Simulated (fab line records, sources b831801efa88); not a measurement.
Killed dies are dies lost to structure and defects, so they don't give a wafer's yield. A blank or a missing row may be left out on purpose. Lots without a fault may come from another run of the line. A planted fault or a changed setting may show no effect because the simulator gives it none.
One fault seen from 2 desks | flow gf180mcu | each desk has only its own numbers; what lay behind them comes last

THE METROLOGY DESK
What the gauges read, lot by lot, whatever tool the lot ran on: means of the sampled wafers that have a number. A lot is out of limits, marked OUT, if its mean lies more than 4 standard deviations from the usual mean; the brackets give that distance.
Columns: A = cd_nm at GF_V5_CD_MEAS_14, usual 260.3 nm; B = V5_OVL at GF_V5_OVL_MEAS_15, usual -3 nm
lot  | first seen here | A     | B
L860 | day 28 07:32    | 259.5 | -12
L861 | day 28 22:37    | 261.1 | -1
L867 | day 31 03:37    | 259.0 | 1
L868 | day 31 12:25    | 260.3 | -4
L874 | day 32 22:19    | 260.4 | -3
L875 | day 33 02:28    | 262.0 | 2
This desk's finding: nothing out of limits on any of the 6 lots.

THE TOOL OWNER'S DESK: pvd_sputter-04
The tool's own readings at GF_V5_SPUTTER_22 (material TiN, target thk 10 nm, time 40 s): means of the sampled wafers that have a number, for each lot that ran on this tool. A lot is out of limits, marked OUT, if its mean lies more than 4 standard deviations from the usual mean; the brackets give that distance.
Columns: A = throttle_valve_pct at GF_V5_SPUTTER_22, usual 29.5 %
lot  | first seen here | A
L860 | day 28 08:25    | 28.9
L867 | day 31 04:57    | 29.6
L868 | day 31 13:20    | 30.1
This desk's finding: nothing out of limits on any of the 3 lots.

PUT TOGETHER
The metrology desk saw nothing out of limits.
The tool owner's desk saw nothing out of limits.

WHAT THE SIMULATOR HAD PUT IN
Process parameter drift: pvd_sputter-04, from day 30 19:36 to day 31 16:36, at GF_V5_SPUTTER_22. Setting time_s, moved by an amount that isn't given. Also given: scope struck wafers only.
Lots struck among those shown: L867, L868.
